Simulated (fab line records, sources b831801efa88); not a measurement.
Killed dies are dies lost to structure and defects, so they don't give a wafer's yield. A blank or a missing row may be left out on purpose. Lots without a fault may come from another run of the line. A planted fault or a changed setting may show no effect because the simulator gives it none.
fab line records | flow gf180mcu
record lots=13 wafers=39 last_day=34
route steps=602 shown POLY_GATE@157 HV_LDD@195
lots that met no fault: from a run of the same line without faults
start_h: hours from the record's first day to the start of the lot's first wafer shown | wait_h: hours since the lot's step before | " the same as in the row above | L1.1+2: a row that stands for several wafers | - no value, or no start given | * or withheld: withheld | < > ~ a bound
route shown NAME@n: a module of which the file shows steps, and the number in the route of the first | usual: mean/standard deviation of fault-free wafers | same: alike in all rows | chamber/n: place in a boat | sites: the reading at each site | _std_site: their standard deviation | _edge_site: outer sites' mean less inner sites' | radius_mm: how far each site lies from the wafer's centre | mask NAME#n: copy n | behind: the tool/chamber that last shaped the wafer | hold: why the lot was held/for how many hours/how that ended | device: the transistor (n, p or np) that didn't switch | end of line: the same wafers' tests at the end of the route | a step without rows: its recipe alone | killed: dies lost to structure and defects at the first sort, not the wafer's yield | map: a wafer's dies, x killed, . not, _ none there
set.NAME: the setting as run; set.NAME@STEP: as run at that earlier step | model.NAME: the simulator's own value behind a step, which no gauge read
steps of the route over a sample of lots; a table a step, a row a wafer
services: from which hour (start_h, from the record's first day; less than 0 if before it) a tool's chamber was out of use, for how many hours, and why
## steps
# step GF_POLY_GATE_CVD_00
# recipe material=poly-Si target_thk_nm=200 temp_c=620 time_s=1200 pressure_mtorr=200
# usual spike_tc_bottom_C=640.9/1.8 spike_tc_centre_C=620.3/1.5 spike_tc_lower_C=621.3/1.4 spike_tc_top_C=638.2/1 spike_tc_upper_C=620.0/0.95 susceptor_temp_C=620.0/0.31
# columns lot.wafer tool chamber start_h wait_h spike_tc_bottom_C spike_tc_centre_C spike_tc_lower_C spike_tc_top_C spike_tc_upper_C susceptor_temp_C
L945.3 lpcvd-02 1 178.61 0.5 642.3 618.1 621.5 637.2 619.2 619.8
L945.4 " 1 " " 643.7 619.9 623.7 638.1 620.9 620.2
L945.6 " 1 " " 642.8 618.1 624.7 637.9 619.9 620.5
L946.4 lpcvd-01 1 182.30 0.0 638.3 621.4 621.0 638.5 621.0 619.7
L946.5 " 1 " " 641.2 618.7 619.8 638.4 619.7 619.9
L946.6 " 1 " " 641.2 622.1 620.5 640.0 619.6 619.9
L948.2 lpcvd-01 0 207.26 0.0 640.4 622.2 619.3 638.0 621.0 619.9
L948.4 " 0 " " 639.5 624.1 619.4 636.9 620.5 619.6
L948.6 " 0 " " 641.2 621.5 620.6 638.7 620.8 619.9
L950.3 lpcvd-01 1 214.86 1.8 639.3 619.1 621.1 636.1 620.4 620.3
L950.4 " 1 " " 640.8 623.6 621.3 639.7 619.2 619.8
L950.6 " 1 " " 640.6 621.1 620.9 639.5 618.8 620.1
L951.1 lpcvd-01 0 221.90 1.4 641.9 620.4 621.3 638.6 620.7 620.2
L951.4 " 0 " " 642.4 623.1 619.4 638.0 621.6 619.6
L951.6 " 0 " " 642.0 621.4 621.0 639.6 621.5 620.3
L953.3 lpcvd-02 0 233.97 0.0 640.7 620.5 623.9 637.2 620.4 620.3
L953.4 " 0 " " 637.4 619.6 622.2 638.2 619.6 620.2
L953.5 " 0 " " 640.3 621.4 621.2 638.1 620.4 620.2
L957.2 lpcvd-01 1 261.35 0.0 642.2 620.8 621.3 638.9 619.8 620.3
L957.3 " 1 " " 641.4 621.3 620.7 638.3 619.8 620.1
L957.5 " 1 " " 640.5 619.8 618.3 639.2 619.6 620.1
L958.2 lpcvd-01 1 268.80 0.0 647.8 630.2 628.3 648.2 627.0 629.0
L958.4 " 1 " " 649.3 629.6 631.4 647.5 628.6 628.6
L958.6 " 1 " " 649.1 628.7 628.8 646.5 630.0 629.1
L959.1 lpcvd-01 1 284.29 0.0 650.2 630.9 629.1 647.2 629.7 629.2
L959.2 " 1 " " 649.3 630.1 629.9 647.2 628.3 629.2
L959.5 " 1 " " 649.5 628.2 630.7 648.3 628.9 629.3
L960.2 lpcvd-02 0 285.58 0.0 638.9 618.5 622.4 637.4 619.2 619.9
L960.5 " 0 " " 640.9 618.5 622.1 636.4 619.6 620.0
L960.6 " 0 " " 641.2 620.0 620.5 636.0 618.0 620.7
L961.1 lpcvd-01 1 289.96 0.0 648.8 629.8 629.1 647.0 628.6 628.9
L961.5 " 1 " " 646.4 629.6 629.9 647.8 630.0 629.1
L961.6 " 1 " " 649.4 630.0 630.2 647.7 628.2 629.1
L967.1 lpcvd-02 0 329.30 0.0 640.1 619.1 624.1 638.3 618.6 619.9
L967.2 " 0 " " 638.2 620.5 619.7 637.7 618.4 620.3
L967.4 " 0 " " 639.4 619.1 622.9 637.5 618.1 620.1
L968.1 lpcvd-02 1 335.05 0.0 644.4 620.4 622.9 637.9 619.2 620.4
L968.2 " 1 " " 643.0 619.1 621.5 635.9 620.0 620.6
L968.6 " 1 " " 643.8 618.6 623.5 638.6 619.3 620.4
# step GF_POLY_GATE_THK_MEAS_01
# recipe reads=poly-Si_of_POLY_GATE_CVD_00
# usual POLY_GATE_CVD_00_THK=199.6/2
# columns lot.wafer tool chamber start_h wait_h POLY_GATE_CVD_00_THK[nm]
L945.3 film_metro-01 - 179.97 0.0 200.5
L945.4 " - " " 201.4
L945.6 " - " " 202.3
L946.4 film_metro-01 - 183.66 0.0 199.1
L946.5 " - " " 199.3
L946.6 " - " " 198.9
L948.2 film_metro-03 - 208.61 0.0 199.3
L948.4 " - " " 199.3
L948.6 " - " " 198.1
L950.3 film_metro-03 - 216.22 0.0 200.0
L950.4 " - " " 199.1
L950.6 " - " " 197.9
L951.1 film_metro-03 - 223.23 0.0 198.4
L951.4 " - " " 198.5
L951.6 " - " " 196.8
L953.3 film_metro-03 - 235.38 0.1 204.3
L953.4 " - " " 205.1
L953.5 " - " " 206.2
L957.2 film_metro-03 - 262.69 0.0 199.2
L957.3 " - " " 200.6
L957.5 " - " " 198.6
L958.2 film_metro-03 - 270.14 0.0 246.8
L958.4 " - " " 247.2
L958.6 " - " " 246.5
L960.2 film_metro-03 - 286.93 0.0 200.2
L960.5 " - " " 199.0
L960.6 " - " " 200.0
L959.1 film_metro-01 - 287.29 0.0 243.3
L959.2 " - " " 243.8
L959.5 " - " " 244.4
L961.1 film_metro-01 - 291.96 0.0 245.4
L961.5 " - " " 245.4
L961.6 " - " " 246.2
L967.1 film_metro-01 - 330.63 0.0 199.1
L967.2 " - " " 199.2
L967.4 " - " " 200.0
L968.1 film_metro-01 - 336.39 0.0 202.4
L968.2 " - " " 202.3
L968.6 " - " " 201.2
# step GF_POLY_GATE_CD_MEAS_10
# recipe target_cd_nm=280
# usual cd_nm=280.3/1.3
# columns lot.wafer tool chamber start_h wait_h cd_nm
L945.3 cd_sem-02 - 196.28 0.1 280.8
L945.4 " - " " 279.4
L945.6 " - " " 280.4
L946.4 cd_sem-01 - 200.60 0.1 281.1
L946.5 " - " " 279.8
L946.6 " - " " 281.1
L948.2 cd_sem-01 - 225.39 0.1 281.8
L948.4 " - " " 282.1
L948.6 " - " " 281.6
L950.3 cd_sem-01 - 233.61 0.1 282.2
L950.4 " - " " 282.2
L950.6 " - " " 280.4
L951.1 cd_sem-01 - 241.14 0.2 282.5
L951.4 " - " " 283.7
L951.6 " - " " 282.9
L953.3 cd_sem-01 - 254.51 0.1 280.0
L953.4 " - " " 279.6
L953.5 " - " " 280.5
L957.2 cd_sem-02 - 282.39 0.1 280.3
L957.3 " - " " 280.7
L957.5 " - " " 280.6
L958.2 cd_sem-01 - 289.69 0.1 280.2
L958.4 " - " " 279.5
L958.6 " - " " 280.1
L960.2 cd_sem-02 - 306.09 0.1 281.5
L960.5 " - " " 280.6
L960.6 " - " " 282.1
L959.1 cd_sem-02 - 306.87 0.1 280.4
L959.2 " - " " 281.0
L959.5 " - " " 279.8
L961.1 cd_sem-02 - 311.47 0.1 279.4
L961.5 " - " " 277.8
L961.6 " - " " 278.7
L967.1 cd_sem-02 - 352.29 0.2 277.9
L967.2 " - " " 278.7
L967.4 " - " " 278.9
L968.1 cd_sem-02 - 357.62 0.1 278.3
L968.2 " - " " 279.1
L968.6 " - " " 278.9
# step GF_POLY_GATE_OVL_MEAS_11
# usual POLY_GATE_OVL=4/5.3
# columns lot.wafer tool chamber start_h wait_h POLY_GATE_OVL[nm]
L945.3 overlay-02 - 196.37 0.1 6
L945.4 " - " " -1
L945.6 " - " " -1
L946.4 overlay-02 - 200.68 0.1 10
L946.5 " - " " 5
L946.6 " - " " 2
L948.2 overlay-01 - 225.50 0.1 9
L948.4 " - " " 6
L948.6 " - " " 7
L950.3 overlay-02 - 233.71 0.1 5
L950.4 " - " " -4
L950.6 " - " " -4
L951.1 overlay-01 - 241.26 0.1 11
L951.4 " - " " 7
L951.6 " - " " 5
L953.3 overlay-01 - 254.60 0.1 6
L953.4 " - " " 10
L953.5 " - " " 5
L957.2 overlay-01 - 282.49 0.1 1
L957.3 " - " " 11
L957.5 " - " " 8
L958.2 overlay-01 - 289.80 0.1 14
L958.4 " - " " 7
L958.6 " - " " 13
L960.2 overlay-01 - 306.20 0.1 -4
L960.5 " - " " 1
L960.6 " - " " -9
L959.1 overlay-02 - 306.99 0.1 1
L959.2 " - " " 8
L959.5 " - " " 6
L961.1 overlay-01 - 311.59 0.1 10
L961.5 " - " " 9
L961.6 " - " " 18
L967.1 overlay-01 - 352.41 0.1 -1
L967.2 " - " " 4
L967.4 " - " " -2
L968.1 overlay-01 - 357.74 0.1 9
L968.2 " - " " 9
L968.6 " - " " 3
# step GF_HV_LDD_CD_MEAS_19
# recipe target_cd_nm=400
# usual cd_nm=399.2/3
# columns lot.wafer tool chamber start_h wait_h cd_nm
L945.3 cd_sem-01 - 233.91 0.1 401.4
L945.4 " - " " 405.0
L945.6 " - " " 400.8
L946.4 cd_sem-02 - 239.89 0.1 396.5
L946.5 " - " " 396.1
L946.6 " - " " 397.4
L948.2 cd_sem-02 - 266.15 0.1 397.1
L948.4 " - " " 398.7
L948.6 " - " " 396.5
L950.3 cd_sem-02 - 273.11 0.1 395.3
L950.4 " - " " 396.8
L950.6 " - " " 397.1
L951.1 cd_sem-02 - 280.93 0.1 402.3
L951.4 " - " " 401.3
L951.6 " - " " 402.0
L953.3 cd_sem-02 - 294.97 0.1 401.5
L953.4 " - " " 399.6
L953.5 " - " " 399.8
L957.2 cd_sem-01 - 324.40 0.1 403.1
L957.3 " - " " 404.2
L957.5 " - " " 402.6
L958.2 cd_sem-01 - 332.01 0.1 396.8
L958.4 " - " " 398.1
L958.6 " - " " 396.5
L960.2 cd_sem-01 - 351.00 0.1 396.6
L960.5 " - " " 400.2
L960.6 " - " " 397.8
L959.1 cd_sem-02 - 351.87 0.1 399.2
L959.2 " - " " 396.5
L959.5 " - " " 397.7
L961.1 cd_sem-01 - 357.29 0.1 398.1
L961.5 " - " " 396.7
L961.6 " - " " 398.2
L967.1 cd_sem-01 - 400.14 0.1 398.4
L967.2 " - " " 400.5
L967.4 " - " " 400.4
L968.1 cd_sem-02 - 404.64 0.1 396.2
L968.2 " - " " 396.1
L968.6 " - " " 395.7
## services
# columns tool chamber start_h hours kind
lpcvd-02 - 214.55 14.6 pm
lpcvd-01 - 253.56 6.0 pm
## key
first_sign step=GF_POLY_GATE_CVD_00 reading=susceptor_temp_C direction=up sigmas=29 usual=* struck=*
effect step=GF_POLY_GATE_CVD_00 reading=spike_tc_upper_C direction=up sigmas=9.2 usual=620.0 struck=628.8
effect step=GF_POLY_GATE_THK_MEAS_01 reading=POLY_GATE_CVD_00_THK direction=up sigmas=23 usual=199.6 struck=245.5
met_at GF_POLY_GATE_CVD_00
struck_lots L958,L959,L961
struck_wafers L958.2,L958.4,L958.6,L959.1,L959.2,L959.5,L961.1,L961.5,L961.6
tester_left_out L958,L959,L961
not_acting_at GF_POLY_GATE_CD_MEAS_10,GF_POLY_GATE_OVL_MEAS_11,GF_HV_LDD_CD_MEAS_19
onset_between 261.35 268.80
fault kind=process_parameter_drift tool=lpcvd-01 chamber=1 onset_h=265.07 steps=GF_POLY_GATE_CVD_00 channel=temp_c offset=* shape=step end_h=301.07 acts_in=* stated=*
# tester_left_out: of these lots the tester's yield and bins aren't shown, on N5 and GAA mostly nor the transistor test; their killed dies are dies lost to structure and defects alone, not to doping, threshold or leakage, so they don't give the yield
